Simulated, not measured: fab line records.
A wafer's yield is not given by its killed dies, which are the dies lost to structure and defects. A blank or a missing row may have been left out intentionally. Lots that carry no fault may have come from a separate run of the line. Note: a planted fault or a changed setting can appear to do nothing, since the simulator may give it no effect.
Which tool was responsible?	flow sky130	11 lots with 33 wafers sampled at 2 steps, on a route of 708 steps

## WHAT THE GAUGES READ, wafer by wafer
SKY_VIA2_THK_MEAS_01.
lot	measured	on	VIA2_HDPCVD_THK (nm)
L710	day 36 08:10	film-metro-01	1184 1184 1169
L713	day 36 23:50	film-metro-03	1197 1177 1181
L715	day 37 19:01	film-metro-01	1180 1175 1187
L717	day 38 07:43	film-metro-03	1170 1177 1177
L718	day 38 09:49	film-metro-01	1190 1187 1167
L719	day 38 14:11	film-metro-02	1178 1166 1157
L720	day 38 22:04	film-metro-01	1196 1188 1182
L721	day 39 01:28	film-metro-02	1196 1193 1220
L730	day 42 11:32	film-metro-01	1158 1157 1175
L732	day 42 16:43	film-metro-01	1178 1192 1161
L733	day 42 23:03	film-metro-01	1167 1174 1175

## WHICH TOOL RAN EACH LOT (tool, then ch and the chambers of the sampled wafers, then the start)
lot	SKY_VIA1_ETCH_15
L710	rie-diel-04 ch 0,2, day 35 02:52
L713	rie-diel-01 ch 0,3, day 35 19:10
L715	rie-diel-01 ch 1,2,3, day 36 14:26
L717	rie-diel-01 ch 1,2,3, day 37 02:50
L718	rie-diel-04 ch 1,2,3, day 37 05:04
L719	rie-diel-01 ch 0,1, day 37 09:47
L720	rie-diel-01 ch 1,2, day 37 18:02
L721	rie-diel-04 ch 0,1, day 37 20:58
L730	rie-diel-03 ch 0,1,3, day 41 07:59
L732	rie-diel-03 ch 0,1,3, day 41 13:19
L733	rie-diel-04 ch 0,1,3, day 41 20:36
- SKY_VIA1_ETCH_15: etches SiO2 in C4F8/O2/Ar, stops on TiN, target depth 351 nm, time 54 s.

## THE ANSWER, worked out from the rows above alone
Rule: the usual values come from the lots themselves. The widest of any qualifying gaps counts: lots, ordered by their means at a reading, are off when they make up no more than a third of the lots, leave a main group of 4 or more, and stand apart from it by 3 or more times the standard deviation of that group's means. A main group is skipped when, at the precision printed for the reading in the tables above, its means are all equal. Also off: a lot with no number at a reading for which 4 or more lots have one. The other lots that the step has rows for count as sound.
Across all readings shown, no lot is off: no conclusion can be drawn from this.

## WHAT WAS PUT IN BY THE SIMULATOR
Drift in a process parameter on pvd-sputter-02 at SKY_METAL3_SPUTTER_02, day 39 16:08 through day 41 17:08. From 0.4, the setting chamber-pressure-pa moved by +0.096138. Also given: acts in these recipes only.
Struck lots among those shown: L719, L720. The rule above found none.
